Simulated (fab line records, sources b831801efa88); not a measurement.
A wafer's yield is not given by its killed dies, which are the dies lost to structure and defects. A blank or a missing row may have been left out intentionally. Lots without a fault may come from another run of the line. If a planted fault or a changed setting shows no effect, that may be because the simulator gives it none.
A lot that was struck, set against a sound lot || flow sky130 || 43 steps out of a route of 708
Sound: these wafers, L687.1, L687.4, L687.6. Struck: wafers L692.3, L692.4, L692.5. The cause is named last.
Per side, at each step with rows, come the tool, then ch with its chambers, and then its first start. Under that, the readings that differ: sound wafers || struck wafers || difference of the means || sigmas: that difference in standard deviations of wafers without a fault.
alike: words and numbers the same on both sides, and readings whose means are apart by under 2 such deviations; not compared: readings that were withheld, readings missing a value for some wafer, numbers with overlapping values and no deviation given by the record, and bounds like >300 which may hide the same value.
Wherever a step has rows on one side only, a row that says differs or no value, or a row with sigmas, the two part there. When numbers do not overlap yet have no deviation, they are printed without sigmas and do not part them. A reading missing from all wafers of one side parts the sides only when that side holds two or more wafers.

SKY_SONOS_ONO_THK_MEAS_03:
  sound on filmMetro-01 at day 12 11:14; struck on filmMetro-04 at day 13 08:13
  alike: SONOS_ONO_CVD_02_THK
then, 1 step without rows for these wafers: SKY_SONOS_ONO_CVD_04 (deposits SiO2 from SiH4/N2O, target thk 5.7199 nm).
SKY_SONOS_ONO_THK_MEAS_05:
  sound on filmMetro-04 at day 12 13:10; struck on filmMetro-03 at day 13 09:31
  alike: SONOS_ONO_CVD_04_THK
then, 7 steps without rows for these wafers: SKY_SONOS_ONO_DEHYDRATE_06 (time 60 s); SKY_SONOS_ONO_HMDS_07 (prime time 60 s); SKY_SONOS_ONO_COAT_08 (resist thk 1140 nm); SKY_SONOS_ONO_SOFTBAKE_09 (time 60 s); SKY_SONOS_ONO_EXPOSE_10 (exposes mask ONOM, target cd 410 nm); SKY_SONOS_ONO_PEB_11; SKY_SONOS_ONO_DEVELOP_12 (develop time 60 s).
SKY_SONOS_ONO_CD_MEAS_13: target cd 410 nm.
  sound on cdSem-01 at day 13 14:01; struck on cdSem-01 at day 14 11:32
  alike: cdNm
SKY_SONOS_ONO_OVL_MEAS_14:
  sound on overlay-02 at day 13 14:08; struck on overlay-02 at day 14 11:37
  alike: SONOS_ONO_OVL
SKY_SONOS_ONO_ETCH_15: etches the open film in CHF3/O2, target depth 19.52 nm, time 7.8 s.
  sound on rieDiel-04 ch 1,3, day 13 14:10; struck on rieDiel-01 ch 0,1, day 14 11:38
  alike: biasW, drypumpMotorCurrentA, oesProductAu, throttleValvePct
  not compared: rfHoursCounterH
then, 1 step without rows for these wafers: SKY_SONOS_ONO_WET_ETCH_16 (etches SiO2 in dHF, target depth 14 nm, time 280 s).
SKY_SONOS_ONO_STRIP_17: strips in O2/N2.
  sound on plasmaAsher-04 ch 0,1, day 13 14:17; struck on plasmaAsher-04 ch 0,1, day 14 11:47
  alike: drypumpMotorCurrentA, oesProductAu, stripTimeToEndpointS
  not compared: rfHoursCounterH
then, 3 steps without rows for these wafers: SKY_SONOS_ONO_WET_ETCH_18 (etches Si3N4 in H3PO4, target depth 15 nm, time 172 s); SKY_GATE_OXIDE_CLEAN_00 (cleans in SC1/SC2, time 150 s); SKY_GATE_OXIDE_OXIDATION_01 (stabilise 600 s, purge 300 s, target thk 10.268 nm).
SKY_GATE_OXIDE_THK_MEAS_02:
  sound on filmMetro-01 at day 13 17:46; struck on filmMetro-01 at day 14 13:53
  alike: GATE_OXIDE_OXIDATION_00_THK
then, 7 steps without rows for these wafers: SKY_GATE_OXIDE_DEHYDRATE_03 (time 60 s); SKY_GATE_OXIDE_HMDS_04 (prime time 60 s); SKY_GATE_OXIDE_COAT_05 (resist thk 1140 nm); SKY_GATE_OXIDE_SOFTBAKE_06 (time 60 s); SKY_GATE_OXIDE_EXPOSE_07 (exposes mask LVOM, target cd 600 nm); SKY_GATE_OXIDE_PEB_08; SKY_GATE_OXIDE_DEVELOP_09 (develop time 60 s).
SKY_GATE_OXIDE_OVL_MEAS_10:
  sound on overlay-01 at day 14 19:35; struck on overlay-01 at day 15 16:39
  alike: GATE_OXIDE_OVL
then, 2 steps without rows for these wafers: SKY_GATE_OXIDE_IMPLANT_11; SKY_GATE_OXIDE_WET_ETCH_12 (etches SiO2 in dHF, target depth 16.8 nm, time 336 s).
SKY_GATE_OXIDE_STRIP_13: strips in O2/N2.
  sound on plasmaAsher-01 ch 0,1, day 14 19:53; struck on plasmaAsher-04 ch 0,1, day 15 16:58
{"reading": "stripTimeToEndpointS (s)", "sound": "14.15 14.16 14.19", "struck": "14.28 14.28 14.29", "difference": "+0.12", "sigmas": "+3"}
  alike: drypumpMotorCurrentA, oesProductAu
  not compared: rfHoursCounterH
SKY_GATE_OXIDE_TW_MEAS_14:
  sound on filmMetro-02 at day 14 19:59; struck on filmMetro-02 at day 15 17:03
  alike: GATE_OXIDE_TW
then, 3 steps without rows for these wafers: SKY_GATE_OXIDE_CLEAN_15 (cleans in SC1/SC2, time 150 s); SKY_GATE_OXIDE_OXIDATION_16 (stabilise 600 s, purge 300 s, target thk 3.57 nm); SKY_POLY_GATE_CVD_00 (deposits poly-Si, target thk 180 nm, time 720 s).
SKY_POLY_GATE_THK_MEAS_01:
  sound on filmMetro-04 at day 14 23:55; struck on filmMetro-03 at day 15 22:53
  alike: POLY_GATE_CVD_00_THK
then, 7 steps without rows for these wafers: SKY_RES_PROTECT_DEHYDRATE_00 (time 60 s); SKY_RES_PROTECT_HMDS_01 (prime time 60 s); SKY_RES_PROTECT_COAT_02 (resist thk 1140 nm); SKY_RES_PROTECT_SOFTBAKE_03 (time 60 s); SKY_RES_PROTECT_EXPOSE_04 (exposes mask RPM, target cd 1270 nm); SKY_RES_PROTECT_PEB_05; SKY_RES_PROTECT_DEVELOP_06 (develop time 60 s).
-- a jump in the record: the struck wafers' starts before and after are 31 days apart (it breaks off in module RES_PROTECT and resumes in module PAD_OPEN, where the first step shown is number 708 of the route) --
SKY_PAD_OPEN_PROBE_99:
  rows exist in the record for the struck wafers here (prober-02, day 47 07:12), but not for the sound ones

== WHERE THEY PART ==
First at SKY_GATE_OXIDE_STRIP_13; last, within this record, at SKY_PAD_OPEN_PROBE_99.

WHY: what had been put in by the simulator
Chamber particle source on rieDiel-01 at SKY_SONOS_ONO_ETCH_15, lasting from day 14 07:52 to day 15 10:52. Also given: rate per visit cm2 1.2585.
